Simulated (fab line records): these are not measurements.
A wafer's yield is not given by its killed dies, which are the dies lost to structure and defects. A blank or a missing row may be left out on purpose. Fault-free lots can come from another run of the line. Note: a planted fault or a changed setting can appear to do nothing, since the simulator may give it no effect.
What tool caused it? / flow sky130 / route of 708 steps, sampled at 1 step: 6 lots, 18 wafers

## WHAT EACH GAUGE READ, for each wafer
SKY_POLY_GATE_OVL_MEAS_14.
lot=L445; measured=day 17 15:07; on=overlay-01; POLY_GATE_OVL (nm)=7 2 4
lot=L453; measured=day 20 08:10; on=overlay-02; POLY_GATE_OVL (nm)=3 -3 1
lot=L454; measured=day 20 18:58; on=overlay-02; POLY_GATE_OVL (nm)=0 2 -3
lot=L458; measured=day 22 12:36; on=overlay-02; POLY_GATE_OVL (nm)=4 8 7
lot=L461; measured=day 23 06:20; on=overlay-01; POLY_GATE_OVL (nm)=3 -3 8
lot=L464; measured=day 24 14:04; on=overlay-02; POLY_GATE_OVL (nm)=-6 -2 -5

## TOOL THAT RAN EACH LOT (tool first, then ch and the chambers of the sampled wafers, then the start)
Record: no process step prior to these readings.

## THE ANSWER, worked out from the rows above alone
Rule: usual is defined by the lots themselves. The widest of any qualifying gaps counts: lots, ordered by their means at a reading, are off when they make up no more than a third of the lots, leave a main group of 4 or more, and stand apart from it by 3 or more times the standard deviation of that group's means. If all means in a main group match to the digits the tables above print for the reading, that group is not used. Also off: a lot with no number at a reading for which 4 or more lots have one. The other lots that the step has rows for count as sound.
No lot is off on any of the readings shown, so nothing can be concluded from this.

## WHAT THE SIMULATOR PUT IN
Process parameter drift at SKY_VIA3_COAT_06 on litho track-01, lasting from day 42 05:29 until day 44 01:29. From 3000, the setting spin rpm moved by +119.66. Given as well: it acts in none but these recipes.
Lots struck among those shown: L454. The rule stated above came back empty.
